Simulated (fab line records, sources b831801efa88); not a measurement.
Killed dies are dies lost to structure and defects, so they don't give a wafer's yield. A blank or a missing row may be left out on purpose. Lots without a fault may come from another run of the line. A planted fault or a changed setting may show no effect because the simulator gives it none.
A struck lot beside a sound one | flow sky130 | 16 steps out of a route of 708
Sound: wafers L509.3, L509.4, L509.6. Struck: wafers L519.2, L519.4, L519.6. The cause comes at the end.
At each step with rows: each side's tool, then ch and its chambers, then its first start. Under that, the readings that differ: sound wafers | struck wafers | difference of the means | sigmas: that difference in standard deviations of wafers without a fault.
alike: readings whose means differ by less than 2 such deviations, and words and numbers that are the same on both sides. not compared: withheld readings, readings that some wafer has no value for, bounds like >300 that may hide the same value, and numbers for which the record gives no deviation and whose values overlap.
The two part at a step that has a row with sigmas, a row that says differs or no value, or rows on one side only. Numbers that don't overlap but have no deviation are shown without sigmas and don't part them. A reading that every wafer of one side lacks parts them only if that side has two wafers or more.

first, 2 steps without rows for these wafers: SKY_METAL4_PEB_11; SKY_METAL4_DEVELOP_12 (develop time 60 s).
SKY_METAL4_CD_MEAS_13: target cd 300 nm.
  sound on cd_sem-02, day 42 08:22; struck on cd_sem-02, day 45 13:52
  alike: cd_nm
SKY_METAL4_OVL_MEAS_14:
  sound on overlay-02, day 42 08:28; struck on overlay-01, day 45 13:58
  alike: METAL4_OVL
SKY_METAL4_DESCUM_15: chemistry O2, time 8 s.
  sound on rie_metal-03 ch 0,1, day 42 08:30; struck on rie_metal-01 ch 0,1, day 45 14:00
  alike: drypump_motor_current_A, oes_product_au
  not compared: rf_hours_counter_h
SKY_METAL4_ETCH_16: etches BARC in N2/H2, stops on SiO2, time 88.2 s, target depth 60 nm.
  sound on rie_metal-03 ch 0,1, day 42 08:33; struck on rie_metal-01 ch 0,1, day 45 14:02
  alike: drypump_motor_current_A, oes_product_au, throttle_valve_pct
  not compared: rf_hours_counter_h
SKY_METAL4_ETCH_17: etches SiO2 in C4F8/O2/Ar, stops on TiN, time 3.9 s, target depth 15 nm.
  sound on rie_diel-04 ch 0,1, day 42 08:37; struck on rie_diel-02 ch 0,3, day 45 14:10
  alike: oes_product_au
SKY_METAL4_METAL_ETCH_18: etches the open film in Cl2/BCl3, stops on SiO2, target depth 845 nm, time 183.1 s.
  sound on rie_metal-01 ch 0,1, day 42 08:41; struck on rie_metal-02 ch 0,1, day 45 14:11
  alike: drypump_motor_current_A, oes_product_au, throttle_valve_pct
  not compared: rf_hours_counter_h
then, 4 steps without rows for these wafers: SKY_METAL4_STRIP_19 (strips in O2/N2); SKY_METAL4_STRIP_20 (strips in post etch residue remover, time 1200 s); SKY_METAL4_CLEAN_21 (cleans in IPA, time 180 s); SKY_METAL4_CLEAN_22 (cleans in O3/DIW).
SKY_VIA4_HDPCVD_00: deposits SiO2, target thk 1750 nm, time 291.7 s.
  sound on hdpcvd-01 ch 1,2, day 42 09:27; struck on hdpcvd-01 ch 0,1,2, day 45 14:58
  reading                                  | sound             | struck            | difference | sigmas
  sih4_flow_sccm (sccm)                    | 60.07 60.08 59.93 | 89.92 89.83 90.07 | +29.91     | +99 or more
  model.SiO2_of_VIA4_HDPCVD_00.thk_nm (nm) | 1760 1755 1769    | 2601 2635 2633    | +862       |
SKY_VIA4_THK_MEAS_01:
  sound on film_metro-01, day 42 09:39; struck on film_metro-01, day 45 15:09
  reading              | sound          | struck         | difference | sigmas
  VIA4_HDPCVD_THK (nm) | 1761 1754 1769 | 2601 2635 2634 | +862       | +51
SKY_VIA4_CMP_02: polishes SiO2.
  sound on cmp-01 ch 1,2,3, day 42 09:41; struck on cmp-01 ch 0,3, day 45 15:12
  alike: motor_current_A
-- the record jumps here: 4 days lie between the struck wafers' starts before and after (it left off in module VIA4 and takes up again in module PAD_OPEN, whose first step shown is number 708 of the route) --
SKY_PAD_OPEN_PROBE_99:
  the record has rows for the struck wafers here (prober-01, day 49 03:18) and none for the sound ones

WHERE THEY PART
First at SKY_VIA4_HDPCVD_00; last, within this record, at SKY_PAD_OPEN_PROBE_99.

WHY: what the simulator had put in
Process parameter drift: hdpcvd-01, from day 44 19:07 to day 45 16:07, at SKY_VIA4_HDPCVD_00. Setting sih4_flow_sccm, moved by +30, from 60. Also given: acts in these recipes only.
